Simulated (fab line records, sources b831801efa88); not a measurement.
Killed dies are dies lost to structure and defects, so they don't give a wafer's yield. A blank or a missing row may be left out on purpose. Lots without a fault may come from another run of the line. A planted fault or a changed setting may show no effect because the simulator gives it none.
Problem report in the 8D (eight disciplines) form, filled by code | flow sky130 | the parts of the form that need people (team, actions taken, sign-off) are left out

1. THE PROBLEM
beam_energy_keV at SKY_PWDE_IMPLANT_08 reads a mean of 139.61 on 6 wafers of 2 lots; wafers without a fault read 150.01 with a standard deviation of 0.042. That is -99 or more standard deviations from the usual mean.
First seen on wafer L663.2, day 9 00:37, on implanter-04. The record holds 42 wafers of 14 lots with a number at this step. Rule for "out", or "out of limits": more than 4 standard deviations from the usual mean. The other wafers with a number count as sound.

2. WHAT IT IS AND WHAT IT IS NOT
question                    | is                     | is not
which readings at this step | beam_energy_keV        | -
which lots                  | L663, L664             | L642, L643, L644, L645, L646, L647, L649, L651, L652, L653, L656, L657
which wafers of those lots  | all that have a number | -
read on which tools         | implanter-04           | implanter-01, implanter-02
when                        | from day 9 00:37       | up to then (36 sound wafers)

3. SUSPECTS, AND WHAT RULES EACH OUT
Counting: a tool at a process step up to the reading stays a suspect if it ran every lot that is out and no sound lot after the first of them.
- implanter-04 at SKY_PWDE_IMPLANT_08: kept. It ran every lot that is out, first L663 (day 9 00:37), and no sound lot after that; its last sound lot up to then is L657 (day 7 16:00). Its own readings are out on those wafers: beam_energy_keV.
Left after counting: implanter-04 at SKY_PWDE_IMPLANT_08.

4. THE CAUSE (what the simulator had put in)
Process parameter drift: implanter-04, from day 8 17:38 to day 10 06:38, at SKY_PWDE_IMPLANT_08. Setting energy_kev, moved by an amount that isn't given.
Counting left only this tool.

5. THE CHAIN OF EFFECTS, in route order
Each row: a reading whose mean over the struck wafers that have a number lies more than 3 standard deviations from the usual. Only readings for which the record gives a usual standard deviation are gone through. hours: the time from each lot's start at the first step in this table that gives one to its start at this step, as a median over the lots. sigmas: the change in usual standard deviations.
hours | step                | reading         | usual  | on struck wafers | change | sigmas
0     | SKY_PWDE_IMPLANT_08 | beam_energy_keV | 150.01 | 139.61           | -10.40 | -99 or more
The process steps in it:
- SKY_PWDE_IMPLANT_08
Later measuring or inspecting steps at which every struck wafer that the step has a row for has a number for every such reading, and none has moved that far: SKY_CONTACT_CD_MEAS_14, SKY_CONTACT_OVL_MEAS_15.

6. WHAT WOULD HAVE CAUGHT IT SOONER
In this record the first reading out of limits was taken at day 9 00:37, 7 hours after the fault began at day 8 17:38.
